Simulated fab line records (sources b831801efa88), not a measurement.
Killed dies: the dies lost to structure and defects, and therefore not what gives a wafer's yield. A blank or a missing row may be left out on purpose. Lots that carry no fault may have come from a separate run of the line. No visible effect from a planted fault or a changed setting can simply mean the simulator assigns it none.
Which tool was responsible? :: flow sky130 :: 33 wafers from 11 lots sampled at 5 of the route's 708 steps

## WHAT EACH GAUGE READ, for each wafer
SKY_VIA4_THK_MEAS_01.
lot: L176
measured: day 41 15:28
on: film metro-02
VIA4_HDPCVD_THK (nm): 1738 1733 1757

lot: L178
measured: day 42 02:44
on: film metro-03
VIA4_HDPCVD_THK (nm): 1757 1782 1769

lot: L181
measured: day 43 20:58
on: film metro-01
VIA4_HDPCVD_THK (nm): 1753 1748 1760

lot: L185
measured: day 44 07:04
on: film metro-02
VIA4_HDPCVD_THK (nm): 1744 1754 1737

lot: L186
measured: day 44 11:41
on: film metro-01
VIA4_HDPCVD_THK (nm): 1757 1766 1767

lot: L189
measured: day 45 12:29
on: film metro-02
VIA4_HDPCVD_THK (nm): 1768 1732 1745

lot: L191
measured: day 45 21:33
on: film metro-03
VIA4_HDPCVD_THK (nm): 2593 2641 2601

lot: L192
measured: day 46 02:58
on: film metro-02
VIA4_HDPCVD_THK (nm): 1746 1761 1763

lot: L193
measured: day 46 09:31
on: film metro-02
VIA4_HDPCVD_THK (nm): 2644 2643 2628

lot: L194
measured: day 46 14:20
on: film metro-03
VIA4_HDPCVD_THK (nm): 2597 2606 2591

lot: L197
measured: day 47 17:35
on: film metro-01
VIA4_HDPCVD_THK (nm): 1747 1738 1745

## TOOL THAT RAN EACH LOT (tool first, then ch and the chambers of the sampled wafers, then the start)
lot: L176
SKY_METAL4_SPUTTER_02: pvd sputter-02, day 39 14:08
SKY_CAP2M_CVD_00: pecvd-01 ch 0,2, day 39 14:14
SKY_CAP2M_STRIP_14: plasma asher-03 ch 1, day 40 14:31
SKY_VIA4_HDPCVD_00: hdpcvd-01 ch 0,1, day 41 15:17

lot: L178
SKY_METAL4_SPUTTER_02: pvd sputter-04, day 40 00:17
SKY_CAP2M_CVD_00: pecvd-02 ch 0,1,2, day 40 00:24
SKY_CAP2M_STRIP_14: plasma asher-01 ch 0,1, day 41 00:53
SKY_VIA4_HDPCVD_00: hdpcvd-01 ch 0,1,2, day 42 02:33

lot: L181
SKY_METAL4_SPUTTER_02: pvd sputter-04, day 41 21:48
SKY_CAP2M_CVD_00: pecvd-04 ch 0,1,2, day 41 21:55
SKY_CAP2M_STRIP_14: plasma asher-01 ch 0,1, day 42 20:49
SKY_VIA4_HDPCVD_00: hdpcvd-02 ch 0,1, day 43 20:46

lot: L185
SKY_METAL4_SPUTTER_02: pvd sputter-02, day 42 07:45
SKY_CAP2M_CVD_00: pecvd-01 ch 1,2, day 42 07:52
SKY_CAP2M_STRIP_14: plasma asher-04 ch 0,1, day 43 07:01
SKY_VIA4_HDPCVD_00: hdpcvd-01 ch 0,1,2, day 44 06:53

lot: L186
SKY_METAL4_SPUTTER_02: pvd sputter-04, day 42 11:43
SKY_CAP2M_CVD_00: pecvd-02 ch 0,2, day 42 11:50
SKY_CAP2M_STRIP_14: plasma asher-01 ch 0,1, day 43 11:07
SKY_VIA4_HDPCVD_00: hdpcvd-01 ch 0,1, day 44 11:30

lot: L189
SKY_METAL4_SPUTTER_02: pvd sputter-01, day 43 14:22
SKY_CAP2M_CVD_00: pecvd-04 ch 0,2, day 43 14:28
SKY_CAP2M_STRIP_14: plasma asher-03 ch 0,1, day 44 13:01
SKY_VIA4_HDPCVD_00: hdpcvd-01 ch 0,2, day 45 12:18

lot: L191
SKY_METAL4_SPUTTER_02: pvd sputter-01, day 44 00:07
SKY_CAP2M_CVD_00: pecvd-01 ch 0,1, day 44 00:13
SKY_CAP2M_STRIP_14: plasma asher-04 ch 0,1, day 44 22:01
SKY_VIA4_HDPCVD_00: hdpcvd-01 ch 0,2, day 45 21:22

lot: L192
SKY_METAL4_SPUTTER_02: pvd sputter-01, day 44 06:11
SKY_CAP2M_CVD_00: pecvd-04 ch 1,2, day 44 06:17
SKY_CAP2M_STRIP_14: plasma asher-04 ch 0,1, day 45 03:52
SKY_VIA4_HDPCVD_00: hdpcvd-02 ch 1,2, day 46 02:47

lot: L193
SKY_METAL4_SPUTTER_02: pvd sputter-01, day 44 12:44
SKY_CAP2M_CVD_00: pecvd-01 ch 0,1,2, day 44 12:50
SKY_CAP2M_STRIP_14: plasma asher-04 ch 0, day 45 10:31
SKY_VIA4_HDPCVD_00: hdpcvd-01 ch 0,1, day 46 09:20

lot: L194
SKY_METAL4_SPUTTER_02: pvd sputter-02, day 44 19:15
SKY_CAP2M_CVD_00: pecvd-02 ch 0,2, day 44 19:22
SKY_CAP2M_STRIP_14: plasma asher-01 ch 0,1, day 45 16:39
SKY_VIA4_HDPCVD_00: hdpcvd-01 ch 0,1,2, day 46 14:13

lot: L197
SKY_METAL4_SPUTTER_02: pvd sputter-02, day 45 23:40
SKY_CAP2M_CVD_00: pecvd-02 ch 0,2, day 45 23:47
SKY_CAP2M_STRIP_14: plasma asher-03 ch 0,1, day 46 19:52
SKY_VIA4_HDPCVD_00: hdpcvd-02 ch 0,2, day 47 17:23
- SKY_METAL4_SPUTTER_02: material AlCu, target thk 735 nm, time 39.1 s.
- SKY_CAP2M_CVD_00: deposits SiO2, target thk 15.5 nm.
- SKY_CAP2M_STRIP_14: strips in O2/N2.
- SKY_VIA4_HDPCVD_00: deposits SiO2, target thk 1750 nm, time 291.7 s.

## AS READ BY THE TOOLS THEMSELVES (means over the sampled wafers that have a number; for cases with no such wafer, the mark the record gives instead)
SKY_METAL4_SPUTTER_02.
lot: L176
tool: pvd sputter-02
cathode dc power W (W): 10600
throttle valve pct (%): 29.7

lot: L178
tool: pvd sputter-04
cathode dc power W (W): 10597
throttle valve pct (%): 30.3

lot: L181
tool: pvd sputter-04
cathode dc power W (W): 10600
throttle valve pct (%): 30.2

lot: L185
tool: pvd sputter-02
cathode dc power W (W): 10602
throttle valve pct (%): 30.0

lot: L186
tool: pvd sputter-04
cathode dc power W (W): 10602
throttle valve pct (%): 30.1

lot: L189
tool: pvd sputter-01
cathode dc power W (W): 10601
throttle valve pct (%): 29.3

lot: L191
tool: pvd sputter-01
cathode dc power W (W): 10599
throttle valve pct (%): 29.6

lot: L192
tool: pvd sputter-01
cathode dc power W (W): 10599
throttle valve pct (%): 29.7

lot: L193
tool: pvd sputter-01
cathode dc power W (W): 10600
throttle valve pct (%): 30.0

lot: L194
tool: pvd sputter-02
cathode dc power W (W): 10602
throttle valve pct (%): 30.0

lot: L197
tool: pvd sputter-02
cathode dc power W (W): 10602
throttle valve pct (%): 29.9

SKY_CAP2M_CVD_00.
lot: L176
tool: pecvd-01
heater power w (W): 682

lot: L178
tool: pecvd-02
heater power w (W): 657

lot: L181
tool: pecvd-04
heater power w (W): 698

lot: L185
tool: pecvd-01
heater power w (W): 793

lot: L186
tool: pecvd-02
heater power w (W): 590

lot: L189
tool: pecvd-04
heater power w (W): 637

lot: L191
tool: pecvd-01
heater power w (W): 745

lot: L192
tool: pecvd-04
heater power w (W): 708

lot: L193
tool: pecvd-01
heater power w (W): 746

lot: L194
tool: pecvd-02
heater power w (W): 647

lot: L197
tool: pecvd-02
heater power w (W): 601

SKY_CAP2M_STRIP_14.
lot: L176
tool: plasma asher-03
drypump motor current A (A): 5.7
oes product au (a.u.): 0.710
strip time to endpoint s (s): 12.73

lot: L178
tool: plasma asher-01
drypump motor current A (A): 6.2
oes product au (a.u.): 0.711
strip time to endpoint s (s): 12.71

lot: L181
tool: plasma asher-01
drypump motor current A (A): 6.2
oes product au (a.u.): 0.711
strip time to endpoint s (s): 12.70

lot: L185
tool: plasma asher-04
drypump motor current A (A): 5.5
oes product au (a.u.): 0.712
strip time to endpoint s (s): 12.65

lot: L186
tool: plasma asher-01
drypump motor current A (A): 6.2
oes product au (a.u.): 0.709
strip time to endpoint s (s): 12.65

lot: L189
tool: plasma asher-03
drypump motor current A (A): 5.8
oes product au (a.u.): 0.714
strip time to endpoint s (s): 12.69

lot: L191
tool: plasma asher-04
drypump motor current A (A): 5.5
oes product au (a.u.): 0.708
strip time to endpoint s (s): 12.63

lot: L192
tool: plasma asher-04
drypump motor current A (A): 5.5
oes product au (a.u.): 0.709
strip time to endpoint s (s): 12.64

lot: L193
tool: plasma asher-04
drypump motor current A (A): 5.5
oes product au (a.u.): 0.714
strip time to endpoint s (s): 12.61

lot: L194
tool: plasma asher-01
drypump motor current A (A): 6.3
oes product au (a.u.): 0.711
strip time to endpoint s (s): 12.65

lot: L197
tool: plasma asher-03
drypump motor current A (A): 5.8
oes product au (a.u.): 0.708
strip time to endpoint s (s): 12.60

SKY_VIA4_HDPCVD_00.
lot: L176
tool: hdpcvd-01
sih4 flow sccm (sccm): 59.87

lot: L178
tool: hdpcvd-01
sih4 flow sccm (sccm): 60.11

lot: L181
tool: hdpcvd-02
sih4 flow sccm (sccm): 59.97

lot: L185
tool: hdpcvd-01
sih4 flow sccm (sccm): 59.99

lot: L186
tool: hdpcvd-01
sih4 flow sccm (sccm): 59.93

lot: L189
tool: hdpcvd-01
sih4 flow sccm (sccm): 60.10

lot: L191
tool: hdpcvd-01
sih4 flow sccm (sccm): 90.14

lot: L192
tool: hdpcvd-02
sih4 flow sccm (sccm): 60.02

lot: L193
tool: hdpcvd-01
sih4 flow sccm (sccm): 90.00

lot: L194
tool: hdpcvd-01
sih4 flow sccm (sccm): 90.10

lot: L197
tool: hdpcvd-02
sih4 flow sccm (sccm): 60.03

## THE ANSWER, worked out from the rows above alone
Rule: the lots themselves supply what counts as usual. Put in order of their means at a reading, lots are off if they are a third of the lots or fewer, leave a main group of 4 or more, and stand apart from it by a gap of 3 or more times the standard deviation of the main group's means; of several such gaps the widest counts. A main group is skipped when, at the precision printed for the reading in the tables above, its means are all equal. A lot without any number at a reading at which 4 lots or more have one is off too. Any other lot the step has rows for is counted as sound. First the gauges in route order, then the tools' own readings, where a lot's mean is used as printed above. At the first step where some lot is off, the reading lying furthest off is the one used; lots without a number count as furthest.
Off: L191, L193, L194, at SKY_VIA4_THK_MEAS_01 (VIA4_HDPCVD_THK). For the main group the mean is 1753 nm and the standard deviation 9.2.
If a tool, at a process step before that reading, ran all the lots that are off and no sound lot after the first of them, it fits. The gauges at SKY_VIA4_THK_MEAS_01 aren't tried: what is off there is off at SKY_VIA4_HDPCVD_00 too, on other tools, and a gauge's error can't cause that. One candidate fits, namely hdpcvd-01 at SKY_VIA4_HDPCVD_00. A fault onset in the window from L189 (day 45 12:18, its last sound lot) to L191 (day 45 21:22, its first lot off) fits.
The tool's own readings at SKY_VIA4_HDPCVD_00 bear it out: on the lots that are off they differ by more than 5 times the standard deviation of the sound lots' means. sih4 flow sccm reads 90.08 sccm there against 60.00 sccm on the sound lots.

## WHAT WAS PUT IN BY THE SIMULATOR
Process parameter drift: hdpcvd-01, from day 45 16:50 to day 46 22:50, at SKY_VIA4_HDPCVD_00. Setting sih4 flow sccm, moved by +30, from 60. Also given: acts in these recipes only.
Shown lots that were struck: L191, L193, L194. This agrees with what the rule above found.
